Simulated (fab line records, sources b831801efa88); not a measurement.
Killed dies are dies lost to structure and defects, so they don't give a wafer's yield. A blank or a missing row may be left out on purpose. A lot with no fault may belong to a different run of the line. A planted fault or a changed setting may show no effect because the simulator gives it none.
2 desks looking at one fault | flow gf180mcu | only its own numbers are on each desk; what lay behind them is given at the end

AT THE METROLOGY DESK
Means of the sampled wafers that have a number, per lot and without regard to the tool the lot ran on: this is what the gauges read. A lot is out of limits, marked OUT, if its mean lies more than 4 standard deviations from the usual mean; the brackets give that distance.
Columns: A = V4_CVD_00_THK at GF_V4_THK_MEAS_01, usual 601 nm
lot  | first seen here | A
L741 | day 23 10:55    | 594
L743 | day 24 00:23    | 604
L747 | day 25 15:55    | 607
L748 | day 26 00:16    | 607
L749 | day 26 18:07    | 607
L756 | day 28 11:01    | 508 (-13) OUT
L757 | day 28 20:50    | 598
L759 | day 29 11:40    | 516 (-12) OUT
L762 | day 30 02:10    | 594
L763 | day 30 04:26    | 597
L764 | day 30 11:43    | 604
Per this desk, out of limits: L756, L759; the first was L756, day 28 11:01 (V4_CVD_00_THK at GF_V4_THK_MEAS_01). In limits: L741, L743, L747, L748, L749, L757, L762, L763, L764.

TOOL OWNER'S DESK, hdpcvd-02
The tool's own readings at GF_V4_CVD_00 (deposits SiO2, target thk 600 nm, time 100 s): means of the sampled wafers that have a number, for each lot that ran on this tool. A lot is out of limits, marked OUT, if its mean lies more than 4 standard deviations from the usual mean; the brackets give that distance.
Columns: A = sih4-flow-sccm at GF_V4_CVD_00, usual 60.01 sccm
lot  | first seen here | A
L741 | day 23 10:50    | 59.79
L743 | day 24 00:19    | 59.98
L747 | day 25 15:50    | 60.19
L756 | day 28 10:56    | 50.98 (-48) OUT
L759 | day 29 11:35    | 50.94 (-48) OUT
This desk finds L756, L759 out of limits, L756 being first, at day 28 10:56 (sih4-flow-sccm at GF_V4_CVD_00). In limits: L741, L743, L747.

PUT TOGETHER
An alarm could have come from the tool owner's desk at day 28 10:56, on L756, L759.
At day 28 11:01 the metrology desk could have sounded an alarm, on L756, L759.
Of the lots named, all ran GF_V4_CVD_00 on hdpcvd-02.

WHAT WAS PUT IN BY THE SIMULATOR
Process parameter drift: hdpcvd-02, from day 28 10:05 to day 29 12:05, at GF_V4_CVD_00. From 60, the setting sih4-flow-sccm moved by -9. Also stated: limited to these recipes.
Struck lots among those shown: L756, L759.
Hours from the fault's start to each desk's first reading out of limits: the tool owner's desk, 1; the metrology desk, 1.
